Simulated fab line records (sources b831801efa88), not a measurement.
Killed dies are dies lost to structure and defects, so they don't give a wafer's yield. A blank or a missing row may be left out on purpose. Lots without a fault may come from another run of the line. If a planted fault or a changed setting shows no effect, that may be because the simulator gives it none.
fab line records ; flow sky130
record: lots: 6; wafers: 18; last-day: 50
route steps=708 shown LDD_N@252 LDD_P@255 LDD_HVN@267 PAD_OPEN@708
lots with no fault: from the same line, run without faults
start-h: start of the lot's first displayed wafer, in hours after the record's first day ; wait-h: hours since the lot's step before ; " unchanged from the row above ; L1.1+2: a single row standing in for several wafers ; - either no value or no given start ; * or withheld: withheld ; < > ~ a bound
route shown NAME@n: NAME is a module with steps in the file, n the number in the route of the first one ; usual: mean and standard deviation over wafers with no fault ; same: alike in all rows ; chamber/n: place in a boat ; sites: each site's reading ; _std_site: standard deviation across them ; _edge_site: inner sites' mean taken away from outer sites' mean ; radius-mm: how far each site lies from the wafer's centre ; mask NAME#n: copy n ; behind: tool/chamber where the wafer was last shaped ; hold: why the lot was held/for how many hours/how that ended ; device: transistor that didn't switch, given as n, p or np ; end of line: at the end of the route, the tests of the same wafers ; a step given without rows: its recipe and nothing more ; killed: dies that structure and defects cost at the first sort, which is not the same as the wafer's yield ; map: per-die view of a wafer (x killed, . not killed, _ where there is no die)
set.NAME: the setting the step ran with; set.NAME@STEP: the setting that earlier step ran with ; model.NAME: the simulator's own value behind a step, which no gauge read
a table for each step, a row for each wafer; lots at some steps of the route
services: a tool's chamber out of use, with start hour (start-h, from the record's first day; less than 0 if before it), hours out, and reason
== steps ==
step: SKY_LDD_N_IMPLANT_15
recipe: species: BF2; energy-kev: 50; dose-cm2: 5e+12; tilt-deg: 30; rotation-deg: 270
step: SKY_LDD_N_STRIP_16
recipe: chemistry: O2/N2; power-w: 1400; pressure-mtorr: 1500; platen-temp-c: withheld; o2-flow-sccm: 3000; n2-flow-sccm: 300; overash-fraction: 0.5
usual: drypump-motor-current-A: 5.5/0.5; oes-product-au: 0.407/0.0043; strip-time-to-endpoint-s: 4.315/0.014
lot.wafer;tool;chamber;start-h;wait-h;drypump-motor-current-A;oes-product-au;rf-hours-counter-h;strip-time-to-endpoint-s
L369.1;plasma-asher-02;0;402.82;0.1;5.3;0.409;28;4.333
L369.5;plasma-asher-02;1;402.82;0.1;5.3;0.402;-;4.311
L369.6;plasma-asher-02;0;402.82;0.1;5.3;0.410;-;4.347
L379.1;plasma-asher-01;0;496.26;0.1;4.8;0.402;81;4.336
L379.4;plasma-asher-01;0;496.26;0.1;4.8;0.415;-;4.329
L379.6;plasma-asher-01;1;496.26;0.1;6.2;0.415;-;4.326
L382.2;plasma-asher-02;1;520.74;0.1;5.4;0.403;40;4.319
L382.5;plasma-asher-02;1;520.74;0.1;5.4;0.415;-;4.318
L382.6;plasma-asher-02;0;520.74;0.1;5.3;0.403;-;4.333
L383.2;plasma-asher-01;0;529.81;0.1;4.8;0.410;84;4.307
L383.4;plasma-asher-01;1;529.81;0.1;6.2;0.401;-;4.313
L383.6;plasma-asher-01;1;529.81;0.1;6.2;0.412;-;4.302
L391.1;plasma-asher-02;0;597.94;0.1;5.3;0.399;48;4.307
L391.2;plasma-asher-02;1;597.94;0.1;5.4;0.410;48;4.291
L391.5;plasma-asher-02;1;597.94;0.1;5.4;0.405;-;4.302
L392.1;plasma-asher-02;0;604.74;0.1;5.3;0.410;49;4.300
L392.4;plasma-asher-02;1;604.74;0.1;5.4;0.404;-;4.294
L392.6;plasma-asher-02;1;604.74;0.1;5.4;0.407;-;4.312
step: SKY_LDD_N_TW_MEAS_17
usual: LDD_N_TW: 2597/12
lot.wafer;tool;chamber;start-h;wait-h;LDD_N_TW
L369.1;film-metro-01;-;402.92;0.1;2595
L369.5;film-metro-01;-;402.92;0.1;2599
L369.6;film-metro-01;-;402.92;0.1;2593
L379.1;film-metro-02;-;496.36;0.1;2596
L379.4;film-metro-02;-;496.36;0.1;2588
L379.6;film-metro-02;-;496.36;0.1;2592
L382.2;film-metro-01;-;520.85;0.1;2604
L382.5;film-metro-01;-;520.85;0.1;2616
L382.6;film-metro-01;-;520.85;0.1;2607
L383.2;film-metro-01;-;529.92;0.1;2610
L383.4;film-metro-01;-;529.92;0.1;2593
L383.6;film-metro-01;-;529.92;0.1;2599
L391.1;film-metro-04;-;598.04;0.1;2610
L391.2;film-metro-04;-;598.04;0.1;2585
L391.5;film-metro-04;-;598.04;0.1;2605
L392.1;film-metro-01;-;604.84;0.1;2609
L392.4;film-metro-01;-;604.84;0.1;2610
L392.6;film-metro-01;-;604.84;0.1;2611
step: SKY_LDD_P_DEHYDRATE_00
recipe: temp-c: 200; time-s: 60
step: SKY_LDD_P_HMDS_01
recipe: prime-time-s: 60; prime-temp-c: 120
step: SKY_LDD_P_COAT_02
recipe: resist: NOVOLAK; spin-rpm: 3000; resist-thk-nm: 1140
step: SKY_LDD_P_SOFTBAKE_03
recipe: temp-c: 90; time-s: 60; resist: NOVOLAK
step: SKY_LDD_P_EXPOSE_04
recipe: mask-id: PSDM; na: 0.6; source-shape: conventional; sigma-outer: 0.6; polarization: unpolarized; target-cd-nm: 380; dose-mj: 138
step: SKY_LDD_P_PEB_05
recipe: temp-c: withheld; time-s: *; resist: NOVOLAK
step: SKY_LDD_P_DEVELOP_06
recipe: resist: NOVOLAK; developer: TMAH; develop-time-s: 60; dev-temp-c: 23
step: SKY_LDD_P_CD_MEAS_07
recipe: target-cd-nm: 380
usual: cd-nm: 381.0/2.6
lot.wafer;tool;chamber;start-h;wait-h;cd-nm
L369.1;cd-sem-02;-;433.44;0.1;376.8
L369.5;cd-sem-02;-;433.44;0.1;377.8
L369.6;cd-sem-02;-;433.44;0.1;379.4
L379.1;cd-sem-02;-;527.02;0.1;381.0
L379.4;cd-sem-02;-;527.02;0.1;382.1
L379.6;cd-sem-02;-;527.02;0.1;381.3
L382.2;cd-sem-02;-;551.19;0.1;376.9
L382.5;cd-sem-02;-;551.19;0.1;378.7
L382.6;cd-sem-02;-;551.19;0.1;377.7
L383.2;cd-sem-02;-;559.74;0.1;380.8
L383.4;cd-sem-02;-;559.74;0.1;379.4
L383.6;cd-sem-02;-;559.74;0.1;378.7
L391.1;cd-sem-02;-;625.57;0.1;378.9
L391.2;cd-sem-02;-;625.57;0.1;379.3
L391.5;cd-sem-02;-;625.57;0.1;377.6
L392.1;cd-sem-01;-;633.22;0.1;383.1
L392.4;cd-sem-01;-;633.22;0.1;383.9
L392.6;cd-sem-01;-;633.22;0.1;385.4
step: SKY_LDD_P_OVL_MEAS_08
usual: LDD_P_OVL: 0.2/1.4
lot.wafer;tool;chamber;start-h;wait-h;LDD_P_OVL[nm]
L369.1;overlay-01;-;433.56;0.1;-0.8
L369.5;overlay-01;-;433.56;0.1;-1.8
L369.6;overlay-01;-;433.56;0.1;-2.8
L379.1;overlay-02;-;527.14;0.1;1.1
L379.4;overlay-02;-;527.14;0.1;2.0
L379.6;overlay-02;-;527.14;0.1;3.3
L382.2;overlay-02;-;551.30;0.1;-1.2
L382.5;overlay-02;-;551.30;0.1;1.6
L382.6;overlay-02;-;551.30;0.1;0.7
L383.2;overlay-01;-;559.85;0.1;0.7
L383.4;overlay-01;-;559.85;0.1;1.6
L383.6;overlay-01;-;559.85;0.1;0.4
L391.1;overlay-01;-;625.69;0.1;-0.4
L391.2;overlay-01;-;625.69;0.1;-1.2
L391.5;overlay-01;-;625.69;0.1;-2.3
L392.1;overlay-01;-;633.34;0.1;-0.3
L392.4;overlay-01;-;633.34;0.1;-1.2
L392.6;overlay-01;-;633.34;0.1;1.2
step: SKY_LDD_P_IMPLANT_09
recipe: species: BF2; energy-kev: 25; dose-cm2: 1e+13; tilt-deg: withheld
usual: dose-ions-cm2: 1e+13/1.1e+10; faraday-current-uA: 56.4/1.1
same: implant-ion-amu: 49
lot.wafer;tool;chamber;start-h;wait-h;dose-ions-cm2;faraday-current-uA
L369.1;implanter-04;0;433.60;0.0;1.0007e+13;58.3
L369.5;implanter-04;0;433.60;0.0;1.0005e+13;55.1
L369.6;implanter-04;0;433.60;0.0;1.0004e+13;57.1
L379.1;implanter-01;0;527.18;0.0;1.0019e+13;55.5
L379.4;implanter-01;0;527.18;0.0;1.0016e+13;57.4
L379.6;implanter-01;0;527.18;0.0;9.994e+12;55.8
L382.2;implanter-01;0;551.35;0.0;6.21e+12;34.6
L382.5;implanter-01;0;551.35;0.0;6.194e+12;35.2
L382.6;implanter-01;0;551.35;0.0;6.206e+12;33.7
L383.2;implanter-01;0;559.90;0.0;6.216e+12;36.1
L383.4;implanter-01;0;559.90;0.0;6.189e+12;34.4
L383.6;implanter-01;0;559.90;0.0;6.219e+12;35.6
L391.1;implanter-04;0;625.72;0.0;9.983e+12;56.2
L391.2;implanter-04;0;625.72;0.0;9.972e+12;56.1
L391.5;implanter-04;0;625.72;0.0;9.986e+12;56.6
L392.1;implanter-04;0;633.37;0.0;1.0012e+13;56.7
L392.4;implanter-04;0;633.37;0.0;1.0006e+13;57.4
L392.6;implanter-04;0;633.37;0.0;1.0005e+13;54.9
step: SKY_LDD_P_STRIP_10
recipe: chemistry: O2/N2; power-w: 1400; pressure-mtorr: 1500; platen-temp-c: withheld; o2-flow-sccm: 3000; n2-flow-sccm: 300; overash-fraction: 0.5
usual: drypump-motor-current-A: 5.7/0.44; oes-product-au: 0.715/0.0042; strip-time-to-endpoint-s: 14.17/0.043
lot.wafer;tool;chamber;start-h;wait-h;drypump-motor-current-A;oes-product-au;rf-hours-counter-h;strip-time-to-endpoint-s
L369.1;plasma-asher-03;0;433.75;0.1;5.4;0.710;61;14.24
L369.5;plasma-asher-03;1;433.75;0.1;5.7;0.717;-;14.24
L369.6;plasma-asher-03;0;433.75;0.1;5.4;0.707;-;14.23
L379.1;plasma-asher-03;0;527.33;0.1;5.4;0.714;69;14.11
L379.4;plasma-asher-03;0;527.33;0.1;5.4;0.721;-;14.11
L379.6;plasma-asher-03;1;527.33;0.1;5.8;0.716;-;14.14
L382.2;plasma-asher-04;0;551.48;0.1;5.8;0.709;12;14.16
L382.5;plasma-asher-04;0;551.48;0.1;5.9;0.705;-;14.18
L382.6;plasma-asher-04;1;551.48;0.1;6.0;0.719;-;14.19
L383.2;plasma-asher-04;0;560.03;0.1;5.9;0.715;13;14.14
L383.4;plasma-asher-04;1;560.03;0.1;6.0;0.718;-;14.16
L383.6;plasma-asher-04;1;560.03;0.1;6.0;0.719;-;14.15
L391.1;plasma-asher-01;0;625.87;0.1;4.8;0.713;94;14.19
L391.2;plasma-asher-01;1;625.87;0.1;6.2;0.720;94;14.19
L391.5;plasma-asher-01;0;625.87;0.1;4.8;0.712;-;14.17
L392.1;plasma-asher-03;0;633.52;0.1;5.4;0.714;79;14.19
L392.4;plasma-asher-03;0;633.52;0.1;5.4;0.719;-;14.14
L392.6;plasma-asher-03;1;633.52;0.1;5.8;0.713;-;14.16
step: SKY_LDD_P_TW_MEAS_11
usual: LDD_P_TW: 643/5
lot.wafer;tool;chamber;start-h;wait-h;LDD_P_TW
L369.1;film-metro-03;-;433.85;0.1;646
L369.5;film-metro-03;-;433.85;0.1;649
L369.6;film-metro-03;-;433.85;0.1;646
L379.1;film-metro-03;-;527.43;0.1;645
L379.4;film-metro-03;-;527.43;0.1;650
L379.6;film-metro-03;-;527.43;0.1;651
L382.2;film-metro-01;-;551.59;0.1;547
L382.5;film-metro-01;-;551.59;0.1;546
L382.6;film-metro-01;-;551.59;0.1;551
L383.2;film-metro-02;-;560.14;0.1;556
L383.4;film-metro-02;-;560.14;0.1;553
L383.6;film-metro-02;-;560.14;0.1;552
L391.1;film-metro-03;-;625.97;0.1;648
L391.2;film-metro-03;-;625.97;0.1;649
L391.5;film-metro-03;-;625.97;0.1;648
L392.1;film-metro-02;-;633.62;0.1;640
L392.4;film-metro-02;-;633.62;0.1;636
L392.6;film-metro-02;-;633.62;0.1;636
step: SKY_LDD_HVN_DEHYDRATE_00
recipe: temp-c: 200; time-s: 60
step: SKY_PAD_OPEN_PROBE_99
usual: killed_at_M0_to_M3: 43/7; killed_at_M4_up: 3.5/1.9; killed-at-contacts: 24/5.3; killed-at-front-end: 15/4.4; killed-at-other: 0.3/0.69; killed-dies: 87/9.7; killed-open: 48/7; killed-short: 39/6.4
same: gross-dies: 492; killed-at-back-side: 0
lot.wafer;tool;chamber;start-h;wait-h;killed_at_M0_to_M3;killed_at_M4_up;killed-at-contacts;killed-at-front-end;killed-at-other;killed-dies;killed-open;killed-short;model.etest.tip-p.rs-ohm-sq;model.etest.tip-p.rs-ohm-sq-range;model.etest.pfet_01v8.vt-sat-v;model.etest.pfet_01v8.vt-v;model.etest.pfet_01v8_hvt.vt-sat-v
L369.1;prober-02;-;1073.56;0.1;41;5;19;15;0;80;44;35;6947;204.3;-0.5728;-0.7818;-0.8206
L369.5;prober-02;-;1073.76;0.2;35;1;22;15;0;73;40;33;6986;186.5;-0.5825;-0.7908;-0.8194
L369.6;prober-02;-;1073.81;0.2;51;5;37;21;0;114;67;47;6958;153.8;-0.6173;-0.8031;-0.8417
L379.1;prober-02;-;1136.17;0.1;45;5;16;11;0;77;42;35;6728;189.7;-0.5394;-0.7575;-0.7987
L379.4;prober-02;-;1136.32;0.2;49;4;22;16;0;91;50;41;6832;149.4;-0.5394;-0.7628;-0.7976
L379.6;prober-02;-;1136.42;0.2;42;6;32;10;0;90;44;46;6797;96.13;-0.5142;-0.7468;-0.7854
L382.2;prober-01;-;1154.42;0.1;54;4;25;13;0;96;53;42;1.001e+04;189.1;-0.5421;-0.762;-0.8032
L382.5;prober-01;-;1154.57;0.2;56;4;24;16;0;100;61;38;1.004e+04;339.8;-0.5615;-0.773;-0.8105
L382.6;prober-01;-;1154.62;0.2;55;3;17;14;0;89;52;36;1.001e+04;369.2;-0.5635;-0.7715;-0.8151
L383.2;prober-02;-;1157.77;0.1;54;3;23;10;0;90;54;36;1.015e+04;422.5;-0.6141;-0.8073;-0.8419
L383.4;prober-02;-;1157.87;0.2;35;6;16;21;0;78;39;39;1.022e+04;448.7;-0.6392;-0.8147;-0.8546
L383.6;prober-02;-;1157.97;0.2;52;5;24;25;0;106;53;52;1.017e+04;474.5;-0.594;-0.7961;-0.8281
L391.1;prober-01;-;1194.54;0.1;43;2;22;10;1;78;52;26;6888;188.9;-0.5304;-0.7562;-0.7956
L391.2;prober-01;-;1194.59;0.1;48;6;33;15;0;102;60;42;6885;179.4;-0.5373;-0.759;-0.7988
L391.5;prober-01;-;1194.74;0.2;37;3;31;18;0;89;47;42;6872;151.9;-0.5117;-0.7529;-0.788
L392.1;prober-01;-;1199.89;0.1;42;6;24;8;0;80;41;39;6909;208.2;-0.6096;-0.7989;-0.8322
L392.4;prober-01;-;1200.04;0.2;44;2;24;12;0;82;44;38;6913;249.5;-0.6355;-0.811;-0.8521
L392.6;prober-01;-;1200.14;0.2;32;2;21;9;0;64;37;27;6938;143.5;-0.6301;-0.8082;-0.848
killed by level:class
L369.1 VIA1:geometric-particle:open=9 VIA3:geometric-particle:open=8 LI_CONTACT:geometric-particle:open=6 CONTACT:geometric-particle:open=5 VIA1:geometric-particle:short=5 LI_CONTACT:geometric-particle:short=4 VIA3:geometric-particle:short=4 FIELD_ISO:geometric-particle:open=3
L369.5 VIA1:geometric-particle:open=9 CONTACT:geometric-particle:open=9 VIA3:geometric-particle:open=5 FIELD_ISO:geometric-particle:short=4 POLY_GATE:geometric-particle:open=4 LOCAL_INTERCONNECT:geometric-particle:short=4 CONTACT:geometric-particle:short=4 METAL1:geometric-particle:short=4
L369.6 VIA1:geometric-particle:open=13 CONTACT:geometric-particle:open=13 VIA3:geometric-particle:open=12 LI_CONTACT:geometric-particle:open=11 POLY_GATE:geometric-particle:short=8 CONTACT:geometric-particle:short=8 VIA2:geometric-particle:open=4 POLY_GATE:geometric-particle:open=4
L379.1 VIA1:geometric-particle:open=11 CONTACT:geometric-particle:open=8 VIA1:geometric-particle:short=8 VIA2:geometric-particle:open=6 METAL2:geometric-particle:short=5 FIELD_ISO:geometric-particle:open=4 VIA2:geometric-particle:short=4 METAL4:geometric-particle:short=4
L379.4 VIA1:geometric-particle:open=13 VIA2:geometric-particle:open=7 METAL2:geometric-particle:short=6 FIELD_ISO:geometric-particle:short=5 LI_CONTACT:geometric-particle:open=5 CONTACT:geometric-particle:open=5 CONTACT:geometric-particle:short=5 METAL1:geometric-particle:short=5
L379.6 VIA1:geometric-particle:open=13 LI_CONTACT:geometric-particle:open=8 CONTACT:geometric-particle:open=7 CONTACT:geometric-particle:short=7 LI_CONTACT:geometric-particle:short=5 LOCAL_INTERCONNECT:geometric-particle:short=5 METAL2:geometric-particle:short=4 VIA2:geometric-particle:open=4
L382.2 VIA2:geometric-particle:open=11 VIA1:geometric-particle:open=11 CONTACT:geometric-particle:short=7 VIA1:geometric-particle:short=7 LI_CONTACT:geometric-particle:open=6 LOCAL_INTERCONNECT:geometric-particle:short=5 CONTACT:geometric-particle:open=5 METAL1:geometric-particle:short=5
L382.5 VIA1:geometric-particle:open=12 VIA3:geometric-particle:open=12 CONTACT:geometric-particle:open=11 METAL1:geometric-particle:short=7 METAL2:geometric-particle:short=6 VIA1:geometric-particle:short=6 VIA2:geometric-particle:open=6 FIELD_ISO:geometric-particle:open=4
L382.6 VIA1:geometric-particle:open=16 CONTACT:geometric-particle:open=9 VIA3:geometric-particle:open=7 VIA2:geometric-particle:open=6 VIA3:geometric-particle:short=6 METAL2:geometric-particle:short=4 METAL3:geometric-particle:short=4 FIELD_ISO:geometric-particle:open=3
L383.2 VIA1:geometric-particle:open=16 VIA2:geometric-particle:open=9 CONTACT:geometric-particle:open=8 VIA3:geometric-particle:open=8 LI_CONTACT:geometric-particle:open=6 LI_CONTACT:geometric-particle:short=5 METAL1:geometric-particle:short=5 VIA1:geometric-particle:short=4
L383.4 VIA1:geometric-particle:open=9 FIELD_ISO:geometric-particle:short=8 CONTACT:geometric-particle:open=8 VIA1:geometric-particle:short=5 VIA3:geometric-particle:open=5 METAL4:geometric-particle:short=5 FIELD_ISO:geometric-particle:open=4 LI_CONTACT:geometric-particle:short=4
L383.6 VIA1:geometric-particle:open=13 CONTACT:geometric-particle:open=9 VIA1:geometric-particle:short=9 FIELD_ISO:geometric-particle:short=8 LI_CONTACT:geometric-particle:open=7 VIA2:geometric-particle:open=7 FIELD_ISO:geometric-particle:open=6 POLY_GATE:geometric-particle:short=6
L391.1 VIA1:geometric-particle:open=11 CONTACT:geometric-particle:open=9 VIA1:geometric-particle:short=9 LI_CONTACT:geometric-particle:open=7 VIA2:geometric-particle:open=6 VIA3:geometric-particle:open=6 CONTACT:geometric-particle:short=4 FIELD_ISO:geometric-particle:open=3
L391.2 VIA1:geometric-particle:open=16 CONTACT:geometric-particle:open=16 LI_CONTACT:geometric-particle:open=7 METAL4:geometric-particle:short=6 VIA2:geometric-particle:open=6 FIELD_ISO:geometric-particle:open=5 LOCAL_INTERCONNECT:geometric-particle:short=5 METAL1:geometric-particle:short=5
L391.5 LI_CONTACT:geometric-particle:open=11 CONTACT:geometric-particle:open=8 VIA1:geometric-particle:open=8 CONTACT:geometric-particle:short=7 METAL1:geometric-particle:short=7 VIA3:geometric-particle:open=6 VIA2:geometric-particle:open=5 FIELD_ISO:geometric-particle:short=4
L392.1 CONTACT:geometric-particle:open=9 VIA1:geometric-particle:open=8 VIA3:geometric-particle:open=7 VIA1:geometric-particle:short=6 CONTACT:geometric-particle:short=6 VIA2:geometric-particle:open=6 LOCAL_INTERCONNECT:geometric-particle:short=5 METAL2:geometric-particle:short=5
L392.4 CONTACT:geometric-particle:open=8 VIA2:geometric-particle:open=8 VIA1:geometric-particle:short=7 LI_CONTACT:geometric-particle:open=7 METAL1:geometric-particle:short=7 VIA3:geometric-particle:open=6 VIA1:geometric-particle:open=5 FIELD_ISO:geometric-particle:open=4
L392.6 VIA2:geometric-particle:open=7 CONTACT:geometric-particle:open=6 VIA3:geometric-particle:open=5 LI_CONTACT:geometric-particle:open=4 CONTACT:geometric-particle:short=4 METAL1:geometric-particle:short=4 VIA3:geometric-particle:short=4 VIA1:geometric-particle:open=4
== services ==
tool;chamber;start-h;hours;kind
plasma-asher-04;-;400.43;1.9;repair
plasma-asher-04;-;421.25;9.0;pm
plasma-asher-04;0;421.25;9.0;vent-cycle
plasma-asher-04;1;421.25;9.0;vent-cycle
implanter-01;-;423.44;5.0;repair
plasma-asher-04;0;430.25;-;clean
plasma-asher-04;1;430.25;-;clean
plasma-asher-01;-;463.48;1.9;repair
plasma-asher-03;-;469.04;2.8;pm
implanter-01;-;497.16;5.3;repair
implanter-01;-;502.44;4.3;pm
plasma-asher-01;-;515.63;0.7;repair
plasma-asher-01;-;536.44;0.5;repair
plasma-asher-02;-;549.55;1.1;repair
implanter-04;-;575.97;1.9;repair
implanter-04;-;593.32;3.0;repair
plasma-asher-01;-;598.70;3.7;repair
implanter-01;-;610.62;0.6;repair
plasma-asher-02;-;623.57;4.3;repair
== key ==
first-sign: step: SKY_LDD_P_IMPLANT_09; reading: dose-ions-cm2; direction: down; sigmas: 99+; usual: *; struck: *
effect: step: SKY_LDD_P_IMPLANT_09; reading: faraday-current-uA; direction: down; sigmas: 19; usual: 56.4; struck: 34.9
effect: step: SKY_LDD_P_TW_MEAS_11; reading: LDD_P_TW; direction: down; sigmas: 18; usual: 643; struck: 551
model-effect: step: SKY_PAD_OPEN_PROBE_99; value: etest.tip-p.rs-ohm-sq; without: 6779; struck: 1.01e+04
met-at SKY_LDD_P_IMPLANT_09
struck-wafers L382.2,L382.5,L382.6,L383.2,L383.4,L383.6
tester-left-out L382,L383
onset-between 527.18 551.35
fault: kind: process-parameter-drift; tool: implanter-01; chamber: -; onset-h: 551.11; steps: SKY_LDD_P_IMPLANT_09; channel: dose-cm2; offset: *; shape: step; end-h: 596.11; acts-in: *; stated: *
tester-left-out: of these lots the tester's yield and bins aren't shown, on N5 and GAA mostly nor the transistor test; their killed dies are dies lost to structure and defects alone, not to doping, threshold or leakage, so they don't give the yield
